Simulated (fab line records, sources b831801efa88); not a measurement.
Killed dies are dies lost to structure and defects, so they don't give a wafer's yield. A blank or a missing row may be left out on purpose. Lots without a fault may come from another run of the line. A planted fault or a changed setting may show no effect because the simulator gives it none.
fab line records | flow sky130
record lots=11 wafers=33 last_day=50
route steps=708 shown LI_CONTACT@375 LOCAL_INTERCONNECT@387
lots that met no fault: from a run of the same line without faults
start_h: hours from the record's first day to the start of the lot's first wafer shown | wait_h: hours since the lot's step before | " the same as in the row above | L1.1+2: a row that stands for several wafers | - no value, or no start given | * or withheld: withheld | < > ~ a bound
route shown NAME@n: a module of which the file shows steps, and the number in the route of the first | usual: mean/standard deviation of fault-free wafers | same: alike in all rows | chamber/n: place in a boat | sites: the reading at each site | _std_site: their standard deviation | _edge_site: outer sites' mean less inner sites' | radius_mm: how far each site lies from the wafer's centre | mask NAME#n: copy n | behind: the tool/chamber that last shaped the wafer | hold: why the lot was held/for how many hours/how that ended | device: the transistor (n, p or np) that didn't switch | end of line: the same wafers' tests at the end of the route | a step without rows: its recipe alone | killed: dies lost to structure and defects at the first sort, not the wafer's yield | map: a wafer's dies, x killed, . not, _ none there
set.NAME: the setting as run; set.NAME@STEP: as run at that earlier step | model.NAME: the simulator's own value behind a step, which no gauge read
steps of the route over a sample of lots; a table a step, a row a wafer
services: from which hour (start_h, from the record's first day; less than 0 if before it) a tool's chamber was out of use, for how many hours, and why
## steps
# step SKY_LI_CONTACT_OVL_MEAS_13
# usual LI_CONTACT_OVL=-5/6.1
# columns lot.wafer tool chamber start_h wait_h LI_CONTACT_OVL[nm]
L522.1 overlay-02 - 658.33 0.1 -4
L522.4 " - " " -2
L522.6 " - " " 0
L523.2 overlay-01 - 680.15 0.1 -3
L523.3 " - " " -1
L523.6 " - " " 5
L524.1 overlay-01 - 682.19 0.1 -10
L524.2 " - " " -8
L524.5 " - " " -9
L528.1 overlay-01 - 733.30 0.1 -7
L528.2 " - " " -10
L528.3 " - " " -7
L530.1 overlay-01 - 739.13 0.1 -8
L530.2 " - " " -3
L530.5 " - " " -7
L534.1 overlay-02 - 766.35 0.1 -1
L534.4 " - " " 2
L534.6 " - " " -5
L535.2 overlay-02 - 776.06 0.1 -6
L535.5 " - " " 0
L535.6 " - " " -9
L536.1 overlay-02 - 781.45 0.1 -3
L536.3 " - " " -9
L536.5 " - " " -6
L542.1 overlay-02 - 843.20 0.1 1
L542.5 " - " " 0
L542.6 " - " " 6
L543.1 overlay-02 - 853.10 0.1 -12
L543.2 " - " " -8
L543.4 " - " " -13
L545.2 overlay-01 - 854.24 0.1 -3
L545.3 " - " " -5
L545.6 " - " " -7
# step SKY_LI_CONTACT_STRIP_16
# recipe chemistry=O2/N2 power_w=1400 pressure_mtorr=1500 platen_temp_c=withheld o2_flow_sccm=3000 n2_flow_sccm=300 overash_fraction=0.5
# usual drypump_motor_current_A=5.3/0.45 oes_product_au=0.375/0.0046 strip_time_to_endpoint_s=3.486/0.029
# columns lot.wafer tool chamber start_h wait_h drypump_motor_current_A oes_product_au rf_hours_counter_h strip_time_to_endpoint_s
L522.1 plasma_asher-01 0 658.49 - 4.8 0.378 23 3.467
L522.4 " 1 " " 5.3 0.371 - 3.510
L522.6 " 0 " " 4.8 0.381 - 3.479
L523.2 plasma_asher-01 0 680.31 - 4.8 0.378 25 3.479
L523.3 " 0 " " 4.8 0.371 - 3.530
L523.6 " 1 " " 5.3 0.384 - 3.528
L524.1 plasma_asher-01 1 682.36 - 5.3 0.375 25 3.502
L524.2 " 0 " " 4.8 0.371 25 3.455
L524.5 " 0 " " 4.8 0.369 - 3.477
L528.1 plasma_asher-04 0 733.47 - 6.1 0.376 106 3.470
L528.2 " 1 " " 6.0 0.378 106 3.465
L528.3 " 1 " " 6.0 0.379 - 3.503
L530.1 plasma_asher-02 1 739.30 - 5.6 0.372 62 3.451
L530.2 " 0 " " 5.0 0.377 62 3.518
L530.5 " 0 " " 5.0 0.377 - 3.506
L534.1 plasma_asher-01 0 766.52 - 4.8 0.380 34 3.487
L534.4 " 1 " " 5.3 0.372 - 3.448
L534.6 " 1 " " 5.3 0.379 - 3.473
L535.2 plasma_asher-02 0 776.22 - 4.9 0.366 66 3.480
L535.5 " 1 " " 5.6 0.371 - 3.500
L535.6 " 0 " " 5.0 0.372 - 3.487
L536.1 plasma_asher-04 1 781.61 - 6.0 0.374 4 3.489
L536.3 " 0 " " 6.1 0.374 - 3.430
L536.5 " 1 " " 6.0 0.371 - 3.472
L542.1 plasma_asher-04 0 843.37 - 6.1 0.375 10 3.454
L542.5 " 1 " " 6.0 0.377 - 3.526
L542.6 " 0 " " 6.1 0.371 - 3.473
L543.1 plasma_asher-01 0 853.27 - 4.8 0.379 43 3.476
L543.2 " 1 " " 5.3 0.377 43 3.454
L543.4 " 1 " " 5.3 0.381 - 3.514
L545.2 plasma_asher-01 1 854.40 - 5.3 0.369 43 3.475
L545.3 " 0 " " 4.8 0.366 - 3.490
L545.6 " 1 " " 5.3 0.379 - 3.446
# step SKY_LI_CONTACT_CVD_21
# recipe material=W target_thk_nm=400 time_s=120.56 temp_c=400 pressure_torr=40
# usual heater_power_outer_w=556/53 heater_power_w=884/110 susceptor_temp_C=400.01/0.22
# columns lot.wafer tool chamber start_h wait_h heater_power_outer_w heater_power_w susceptor_temp_C
L522.1 cvd_w-01 1 658.94 0.0 494 819 399.94
L522.4 " 1 " " 493 827 399.85
L522.6 " 0 " " 475 737 400.06
L523.2 cvd_w-02 1 680.78 0.1 616 994 399.93
L523.3 " 1 " " 614 991 400.23
L523.6 " 1 " " 602 1017 400.17
L524.1 cvd_w-02 1 682.97 0.0 607 1015 400.00
L524.2 " 1 " " 616 1001 399.99
L524.5 " 1 " " 622 991 400.03
L528.1 cvd_w-02 0 733.90 0.0 573 940 400.15
L528.2 " 1 " " 626 988 400.07
L528.3 " 1 " " 629 982 400.07
L530.1 cvd_w-02 0 739.73 0.0 577 915 400.17
L530.2 " 1 " " 613 1019 399.95
L530.5 " 1 " " 613 1012 400.05
L534.1 cvd_w-02 0 766.95 0.0 623 983 407.38
L534.4 " 0 " " 616 985 407.47
L534.6 " 0 " " 604 990 407.12
L535.2 cvd_w-01 1 776.67 0.0 500 826 400.42
L535.5 " 1 " " 499 823 400.15
L535.6 " 0 " " 505 733 399.82
L536.1 cvd_w-02 1 782.07 0.0 659 1057 407.31
L536.3 " 0 " " 615 1001 406.98
L536.5 " 1 " " 645 1056 407.14
L542.1 cvd_w-02 0 843.80 0.0 595 941 400.11
L542.5 " 0 " " 587 918 400.00
L542.6 " 1 " " 624 1024 399.69
L543.1 cvd_w-02 1 853.70 0.0 605 998 399.90
L543.2 " 0 " " 591 964 400.05
L543.4 " 0 " " 608 964 399.99
L545.2 cvd_w-01 0 854.84 0.0 502 746 399.95
L545.3 " 1 " " 514 828 399.76
L545.6 " 0 " " 500 753 400.42
# step SKY_LI_CONTACT_RS_MEAS_22
# recipe thk_meas_gauge=four-point-probe reads=W_of_LI_CONTACT_CVD_21+TiN_of_LI_CONTACT_SPUTTER_20+Ti_of_LI_CONTACT_SPUTTER_19
# usual LI_CONTACT_W_RS=0.2848/0.0026
# columns lot.wafer tool chamber start_h wait_h LI_CONTACT_W_RS[ohm/sq]
L522.1 film_metro-02 - 659.07 0.1 0.2849
L522.4 " - " " 0.2859
L522.6 " - " " 0.2842
L523.2 film_metro-04 - 681.01 0.2 0.2884
L523.3 " - " " 0.2856
L523.6 " - " " 0.2882
L524.1 film_metro-02 - 683.22 0.2 0.2838
L524.2 " - " " 0.2871
L524.5 " - " " 0.2832
L528.1 film_metro-04 - 734.02 0.1 0.2840
L528.2 " - " " 0.2842
L528.3 " - " " 0.2851
L530.1 film_metro-02 - 739.85 0.1 0.2825
L530.2 " - " " 0.2848
L530.5 " - " " 0.2805
L534.1 film_metro-03 - 767.07 0.1 0.2549
L534.4 " - " " 0.2540
L534.6 " - " " 0.2564
L535.2 film_metro-02 - 776.81 0.1 0.2799
L535.5 " - " " 0.2814
L535.6 " - " " 0.2818
L536.1 film_metro-03 - 782.20 0.1 0.2516
L536.3 " - " " 0.2500
L536.5 " - " " 0.2523
L542.1 film_metro-03 - 843.93 0.1 0.2838
L542.5 " - " " 0.2798
L542.6 " - " " 0.2825
L543.1 film_metro-04 - 853.83 0.1 0.2849
L543.2 " - " " 0.2864
L543.4 " - " " 0.2840
L545.2 film_metro-03 - 855.06 0.2 0.2875
L545.3 " - " " 0.2872
L545.6 " - " " 0.2858
# step SKY_LI_CONTACT_THK_MEAS_23
# recipe thk_meas_gauge=xrf reads=W_of_LI_CONTACT_CVD_21
# usual LI_CONTACT_W_THK=413/7.4
# columns lot.wafer tool chamber start_h wait_h LI_CONTACT_W_THK[nm]
L522.1 film_metro-02 - 659.19 0.1 413
L522.4 " - " " 414
L522.6 " - " " 414
L523.2 film_metro-04 - 681.12 0.1 398
L523.3 " - " " 402
L523.6 " - " " 397
L524.1 film_metro-02 - 683.34 0.1 412
L524.2 " - " " 410
L524.5 " - " " 416
L528.1 film_metro-04 - 734.14 0.1 408
L528.2 " - " " 405
L528.3 " - " " 404
L530.1 film_metro-02 - 739.97 0.1 420
L530.2 " - " " 416
L530.5 " - " " 424
L534.1 film_metro-03 - 767.19 0.1 470
L534.4 " - " " 471
L534.6 " - " " 465
L535.2 film_metro-02 - 776.92 0.1 421
L535.5 " - " " 419
L535.6 " - " " 420
L536.1 film_metro-03 - 782.32 0.1 471
L536.3 " - " " 477
L536.5 " - " " 474
L542.1 film_metro-03 - 844.05 0.1 421
L542.5 " - " " 426
L542.6 " - " " 423
L543.1 film_metro-04 - 853.95 0.1 411
L543.2 " - " " 407
L543.4 " - " " 410
L545.2 film_metro-03 - 855.17 0.1 413
L545.3 " - " " 418
L545.6 " - " " 413
# step SKY_LI_CONTACT_CMP_24
# recipe stop_on=PSG t_overpolish_s=20 down_force_psi=3.5 platen_rpm=60 target_thk_nm=0 pad_velocity_m_s=0.94248
# usual motor_current_A=10.5/0.84 time_to_endpoint_s=97.7/2.7
# columns lot.wafer tool chamber start_h wait_h motor_current_A time_to_endpoint_s
L522.4 cmp-01 1 659.25 0.0 10.8 97.2
L522.1 " 2 " " 10.1 93.3
L522.6 " 1 " " 10.9 97.3
L523.3 cmp-02 3 681.17 0.0 8.8 98.7
L523.2 " 1 " " 9.6 93.2
L523.6 " 3 " " 9.2 92.3
L524.1 cmp-02 3 683.45 0.1 9.6 95.7
L524.2 " 0 " " 10.9 94.6
L524.5 " 3 " " 9.3 100.2
L528.3 cmp-02 1 734.20 0.0 9.3 97.3
L528.1 " 3 " " 9.3 99.7
L528.2 " 0 " " 11.2 93.9
L530.2 cmp-01 2 740.03 0.0 9.7 101.8
L530.1 " 0 " " 11.2 102.9
L530.5 " 3 " " 10.3 104.2
L534.4 cmp-02 2 767.30 0.1 10.8 111.9
L534.1 " 3 " " 9.5 108.6
L534.6 " 1 " " 10.3 111.0
L535.2 cmp-02 3 776.97 0.0 9.2 100.9
L535.5 " 3 " " 9.0 98.7
L535.6 " 0 " " 10.3 99.7
L536.1 cmp-02 1 782.43 0.1 10.2 110.0
L536.3 " 3 " " 9.0 113.5
L536.5 " 0 " " 10.9 107.8
L542.1 cmp-01 1 844.26 0.2 11.0 99.4
L542.5 " 2 " " 10.6 99.2
L542.6 " 3 " " 10.1 96.7
L543.2 cmp-01 2 854.01 0.0 10.5 95.9
L543.1 " 0 " " 11.2 95.3
L543.4 " 1 " " 11.1 99.5
L545.2 cmp-02 0 855.33 0.1 11.0 94.8
L545.3 " 2 " " 11.2 99.1
L545.6 " 3 " " 8.9 93.4
# step SKY_LOCAL_INTERCONNECT_SPUTTER_00
# recipe material=TiN target_thk_nm=100 temp_c=300 power_w=6500 time_s=83.3 chamber_pressure_pa=0.4
# usual throttle_valve_pct=29.9/1
# columns lot.wafer tool chamber start_h wait_h throttle_valve_pct
L522.1 pvd_sputter-03 - 659.55 0.2 29.0
L522.4 " - " " 29.9
L522.6 " - " " 30.3
L523.2 pvd_sputter-03 - 681.47 0.1 30.3
L523.3 " - " " 28.3
L523.6 " - " " 29.9
L524.1 pvd_sputter-04 - 683.70 0.2 30.6
L524.2 " - " " 28.9
L524.5 " - " " 28.8
L528.1 pvd_sputter-02 - 734.50 0.1 30.1
L528.2 " - " " 32.2
L528.3 " - " " 29.9
L530.1 pvd_sputter-03 - 740.33 0.1 29.9
L530.2 " - " " 30.3
L530.5 " - " " 30.0
L534.1 pvd_sputter-02 - 767.55 0.1 29.9
L534.4 " - " " 30.2
L534.6 " - " " 30.1
L535.2 pvd_sputter-02 - 777.27 0.2 30.0
L535.5 " - " " 29.8
L535.6 " - " " 32.5
L536.1 pvd_sputter-04 - 782.68 0.2 29.5
L536.3 " - " " 30.5
L536.5 " - " " 29.3
L542.1 pvd_sputter-02 - 844.41 0.1 30.2
L542.5 " - " " 30.2
L542.6 " - " " 30.1
L543.1 pvd_sputter-03 - 854.31 0.1 30.2
L543.2 " - " " 28.2
L543.4 " - " " 30.4
L545.2 pvd_sputter-02 - 855.58 0.2 30.1
L545.3 " - " " 32.2
L545.6 " - " " 30.0
## services
# columns tool chamber start_h hours kind
pvd_sputter-04 - 635.10 2.6 repair
pvd_sputter-03 - 635.81 1.5 repair
cmp-02 - 639.70 6.0 pm
plasma_asher-04 - 644.00 2.8 pm
pvd_sputter-02 1 656.32 - consumable_replace:kit
pvd_sputter-04 - 658.45 0.5 repair
cmp-01 - 664.27 8.9 pm
pvd_sputter-03 - 668.08 0.8 repair
cvd_w-02 0 677.18 14.5 repair
cmp-01 - 691.85 1.2 repair
pvd_sputter-03 - 708.01 8.3 repair
cvd_w-01 1 723.32 1.3 repair
plasma_asher-04 - 733.75 9.0 pm
cmp-01 - 744.00 4.0 pm
plasma_asher-02 - 751.82 0.6 repair
cvd_w-02 - 763.15 1.0 repair
cvd_w-01 - 767.40 6.0 pm
cvd_w-02 - 768.61 1.1 repair
cmp-01 - 796.58 0.4 repair
cvd_w-02 0 796.97 12.4 repair
cmp-01 - 803.16 5.3 pm
cvd_w-01 - 819.98 6.9 pm
cvd_w-02 - 827.54 2.8 pm
pvd_sputter-02 - 828.11 2.0 repair
## key
first_sign step=SKY_LI_CONTACT_CVD_21 reading=susceptor_temp_C direction=up sigmas=32 usual=* struck=*
effect step=SKY_LI_CONTACT_RS_MEAS_22 reading=LI_CONTACT_W_RS direction=down sigmas=12 usual=0.2848 struck=0.2532
effect step=SKY_LI_CONTACT_THK_MEAS_23 reading=LI_CONTACT_W_THK direction=up sigmas=8 usual=413 struck=472
effect step=SKY_LI_CONTACT_CMP_24 reading=time_to_endpoint_s direction=up sigmas=4.8 usual=* struck=*
met_at SKY_LI_CONTACT_CVD_21
struck_lots L534,L536
tester_left_out L534,L536
not_acting_at SKY_LI_CONTACT_OVL_MEAS_13,SKY_LI_CONTACT_STRIP_16,SKY_LOCAL_INTERCONNECT_SPUTTER_00
onset_between 739.73 766.95
fault kind=process_parameter_drift tool=cvd_w-02 chamber=- onset_h=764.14 steps=SKY_LI_CONTACT_CVD_21 channel=temp_c offset=* shape=step end_h=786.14 acts_in=* stated=*
# tester_left_out: of these lots the tester's yield and bins aren't shown, on N5 and GAA mostly nor the transistor test; their killed dies are dies lost to structure and defects alone, not to doping, threshold or leakage, so they don't give the yield
